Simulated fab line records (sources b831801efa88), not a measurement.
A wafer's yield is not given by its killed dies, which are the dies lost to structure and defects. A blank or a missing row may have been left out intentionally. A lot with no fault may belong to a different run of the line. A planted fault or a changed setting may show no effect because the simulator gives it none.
Matching of chambers | flow sky130 | 4 sister chambers for SKY_METAL3_ETCH_17 on rieDiel-03
The step etches SiO2 in C4F8/O2/Ar, stops on TiN, time 3.9 s, target depth 15 nm. 4 wafers are shown with their chamber, then 10 later ones without.

## WAFERS PAIRED WITH THEIR CHAMBERS
wafer  | chamber | oesProductAu (a.u.)
L091.1 | 2       | 0.746
L091.3 | 1       | 0.754
L091.4 | 3       | 0.767
L091.5 | 0       | 0.765

## WAFERS WITH NO CHAMBER GIVEN
wafer  | oesProductAu (a.u.)
L091.6 | 0.759
L092.1 | 0.758
L092.2 | 0.756
L092.6 | 0.765
L094.1 | 0.748
L094.2 | 0.748
L094.3 | 0.752
L094.4 | 0.760
L094.5 | 0.748
L094.6 | 0.760

## THE CHAMBER EACH PASSED THROUGH
wafer  | from the rows above          | in truth
L091.6 | can't be placed: 1 or 0 or 3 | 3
L092.1 | can't be placed: 1 or 0 or 3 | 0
L092.2 | 1                            | 1
L092.6 | can't be placed: 0 or 3      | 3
L094.1 | can't be placed: 2 or 1      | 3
L094.2 | can't be placed: 2 or 1      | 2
L094.3 | can't be placed: 1 or 2      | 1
L094.4 | can't be placed: 0 or 1 or 3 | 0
L094.5 | can't be placed: 2 or 1      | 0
L094.6 | can't be placed: 0 or 1 or 3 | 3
1 of 10 placed correctly. These rows do not allow placing 9 (true chamber among the candidates in 7). 0 placed wrongly.
How it was worked out, from the rows above alone: a wafer's distance from a chamber is the root of the sum, over the readings, of the square of ((its reading less the chamber's mean) divided by the reading's scatter). If the next closest chamber is less than 2 further off than the closest, the wafer can't be placed; otherwise it belongs to the closest. Each chamber's mean is taken over the wafers shown for it. The scatter: root of mean squared gap, hidden wafer to nearest shown wafer, with one shown wafer a chamber.
